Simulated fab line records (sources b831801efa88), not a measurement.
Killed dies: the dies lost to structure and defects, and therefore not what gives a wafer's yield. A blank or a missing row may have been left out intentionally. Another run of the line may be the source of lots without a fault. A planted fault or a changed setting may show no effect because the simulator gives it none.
Which of the tools did it? | flow sfq_line | 45 wafers from 15 lots sampled at 4 of the route's 325 steps

== WHAT THE GAUGES SHOWED, per wafer ==
SFQ_M3_OVL_MEAS_921. Usual: M3_OVL 2 nm, standard deviation 6.2.
lot  | measured     | on         | M3_OVL (nm) | flag
L953 | day 43 12:12 | overlay-01 | -3 -2 -3    |
L955 | day 44 11:42 | overlay-01 | 0 -8 -8     |
L956 | day 44 17:42 | overlay-01 | 10 14 6     |
L958 | day 45 18:54 | overlay-02 | -2 -3 -3    |
L959 | day 47 18:32 | overlay-02 | 7 2 4       |
L960 | day 47 19:44 | overlay-02 | -9 -10 -10  |
L961 | day 48 00:32 | overlay-01 | 3 7 0       |
L963 | day 48 06:32 | overlay-01 | 13 0 12     |
L966 | day 49 14:23 | overlay-01 | -2 3 2      |
L968 | day 50 04:46 | overlay-02 | 2 -2 5      |
L969 | day 51 02:26 | overlay-02 | 9 6 5       |
L970 | day 51 04:50 | overlay-02 | 7 -1 0      |
L971 | day 51 06:02 | overlay-02 | 10 9 10     |
L972 | day 51 14:26 | overlay-02 | 13 12 7     |
L975 | day 52 06:02 | overlay-01 | -3 -8 -7    |

SFQ_I4_BOW_MEAS_927. Usual: I4_BOW 4 um, standard deviation 9.1.
lot  | measured     | on            | I4_BOW (um) | flag
L953 | day 54 18:54 | film_metro-02 | 3 9 0       |
L955 | day 55 19:30 | film_metro-02 | 9 8 12      |
L956 | day 56 07:02 | film_metro-04 | -9 -20 -19  |
L958 | day 57 11:10 | film_metro-01 | -10 -3 -7   |
L959 | day 59 12:44 | film_metro-02 | -4 13 -3    |
L960 | day 59 15:43 | film_metro-04 | 8 19 15     |
L961 | day 59 21:43 | film_metro-01 | 9 6 8       |
L963 | day 60 07:22 | film_metro-02 | 3 8 10      |
L966 | day 61 04:25 | film_metro-04 | 6 7 -1      |
L968 | day 62 01:26 | film_metro-02 | 14 17 17    |
L969 | day 62 10:26 | film_metro-01 | 1 2 10      |
L970 | day 62 13:28 | film_metro-01 | 7 1 -10     |
L971 | day 62 14:15 | film_metro-02 | 3 -3 6      |
L972 | day 62 19:29 | film_metro-04 | 29 15 14    |
L975 | day 63 02:16 | film_metro-04 | 2 0 5       |

== TOOL THAT RAN EACH LOT (tool first, then ch and the chambers of the sampled wafers, then the start) ==
lot  | SFQ_TRILAYER_M3_STRIP_STRIP_079   | SFQ_TRILAYER_I3_VIA_LITHO_PEB_088
L953 | rie_metal-03 ch 0,1, day 43 12:25 | litho_track-03 ch 0, day 49 15:16
L955 | rie_metal-03 ch 0,1, day 44 11:55 | litho_track-01 ch 0, day 50 09:13
L956 | rie_metal-02 ch 0,1, day 44 17:55 | litho_track-01 ch 0, day 50 16:25
L958 | rie_metal-01 ch 0,1, day 45 19:07 | litho_track-04 ch 0, day 51 18:56
L959 | rie_metal-02 ch 0,1, day 47 18:57 | litho_track-01 ch 0, day 53 23:24
L960 | rie_metal-01 ch 0,1, day 47 19:57 | litho_track-01 ch 0, day 54 00:34
L961 | rie_metal-03 ch 0,1, day 48 00:45 | litho_track-01 ch 0, day 54 04:10
L963 | rie_metal-03 ch 0,1, day 48 06:45 | litho_track-01 ch 0, day 54 11:21
L966 | rie_metal-03 ch 0,1, day 49 14:47 | litho_track-01 ch 0, day 55 15:07
L968 | rie_metal-03 ch 1, day 50 05:11   | litho_track-01 ch 0, day 56 08:00
L969 | rie_metal-02 ch 0,1, day 51 02:39 | litho_track-01 ch 0, day 56 15:12
L970 | rie_metal-02 ch 1, day 51 05:03   | litho_track-04 ch 0, day 56 18:49
L971 | rie_metal-03 ch 0,1, day 51 06:15 | litho_track-04 ch 0, day 56 21:12
L972 | rie_metal-01 ch 0,1, day 51 14:51 | litho_track-03 ch 0, day 57 05:39
L975 | rie_metal-03 ch 0,1, day 52 06:15 | litho_track-04 ch 0, day 57 21:13
- SFQ_TRILAYER_M3_STRIP_STRIP_079: strips in O2.
- SFQ_TRILAYER_I3_VIA_LITHO_PEB_088: peb time 60 s.

== AS READ BY THE TOOLS THEMSELVES (means over the sampled wafers that have a number; for cases with no such wafer, the mark the record gives instead) ==
SFQ_TRILAYER_M3_STRIP_STRIP_079. Usual: drypump_motor_current_A 5.7 A, standard deviation 0.36; oes_product_au 1.008 a.u., standard deviation 0.0093.
lot  | tool         | drypump_motor_current_A (A) | oes_product_au (a.u.) | flag
L953 | rie_metal-03 | 5.7                         | 1.016                 |
L955 | rie_metal-03 | 5.7                         | 1.012                 |
L956 | rie_metal-02 | 6.0                         | 1.009                 |
L958 | rie_metal-01 | 5.4                         | 1.008                 |
L959 | rie_metal-02 | 6.0                         | 0.998                 |
L960 | rie_metal-01 | 5.4                         | 1.005                 |
L961 | rie_metal-03 | 5.7                         | 1.009                 |
L963 | rie_metal-03 | 5.7                         | 1.011                 |
L966 | rie_metal-03 | 5.7                         | 1.015                 |
L968 | rie_metal-03 | 5.8                         | 1.024                 |
L969 | rie_metal-02 | 6.1                         | 1.002                 |
L970 | rie_metal-02 | 6.4                         | 1.008                 |
L971 | rie_metal-03 | 5.7                         | 1.016                 |
L972 | rie_metal-01 | 5.4                         | 0.997                 |
L975 | rie_metal-03 | 5.7                         | 1.017                 |

SFQ_TRILAYER_I3_VIA_LITHO_PEB_088. Usual: chill_plate_temp_C 23.02 C, standard deviation 0.11; heater_power_total_W 79.16 W, standard deviation 0.063; plate_temp_C 114.99 C, standard deviation 0.12.
lot  | tool           | chill_plate_temp_C (C) | heater_power_total_W (W) | plate_temp_C (C) | flag
L953 | litho_track-03 | 22.97                  | 79.19                    | 115.02           |
L955 | litho_track-01 | 23.06                  | 79.13                    | 114.88           |
L956 | litho_track-01 | 23.11                  | 79.22                    | 114.84           |
L958 | litho_track-04 | 22.89                  | 79.19                    | 114.99           |
L959 | litho_track-01 | 23.08                  | 79.15                    | 115.05           |
L960 | litho_track-01 | 23.16                  | 79.15                    | 114.79           |
L961 | litho_track-01 | 22.96                  | 79.15                    | 115.00           |
L963 | litho_track-01 | 22.97                  | 79.13                    | 115.00           |
L966 | litho_track-01 | 22.98                  | 74.31                    | 109.65           | OFF
L968 | litho_track-01 | 23.06                  | 74.20                    | 109.82           | OFF
L969 | litho_track-01 | 23.16                  | 74.27                    | 109.64           | OFF
L970 | litho_track-04 | 22.83                  | 79.13                    | 114.99           |
L971 | litho_track-04 | 23.00                  | 79.13                    | 114.89           |
L972 | litho_track-03 | 23.08                  | 79.16                    | 115.08           |
L975 | litho_track-04 | 22.99                  | 79.14                    | 114.97           |

== THE ANSWER, worked out from the rows above alone ==
Rule: a lot is off if the mean of its wafers that have a number lies more than 3 standard deviations from the usual mean. Also off: a lot with no number at a reading for which 4 or more lots have one. All remaining lots with rows at the step are treated as sound. The gauges are gone through in route order, then the tools' own readings, and for those a lot's mean is taken as printed above. The first step at which some lot is off is used, and at that step the reading that is off furthest; a lot without a number counts as furthest.
Off: L966, L968, L969, at SFQ_TRILAYER_I3_VIA_LITHO_PEB_088 (heater_power_total_W).
If a tool, at that step or one of the process steps before it, ran each lot that is off and ran no sound lot following the first of them, it fits. One fits: SFQ_TRILAYER_I3_VIA_LITHO_PEB_088 on litho_track-01. Its last sound lot is L963 (day 54 11:21), its first lot that is off L966 (day 55 15:07): a fault that began between those two fits.
The tool's own readings at SFQ_TRILAYER_I3_VIA_LITHO_PEB_088 bear it out: on the lots that are off they differ by more than 5 times the standard deviation of the sound lots' means. heater_power_total_W reads 74.26 W there against 79.16 W on the sound lots; plate_temp_C reads 109.70 C there against 114.96 C on the sound lots.

== WHAT WAS PUT IN BY THE SIMULATOR ==
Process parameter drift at SFQ_TRILAYER_I3_VIA_LITHO_PEB_088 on litho_track-01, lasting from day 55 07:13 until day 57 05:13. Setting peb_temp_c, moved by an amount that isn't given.
Struck lots among those shown: L966, L968, L969. Same finding as the rule above.
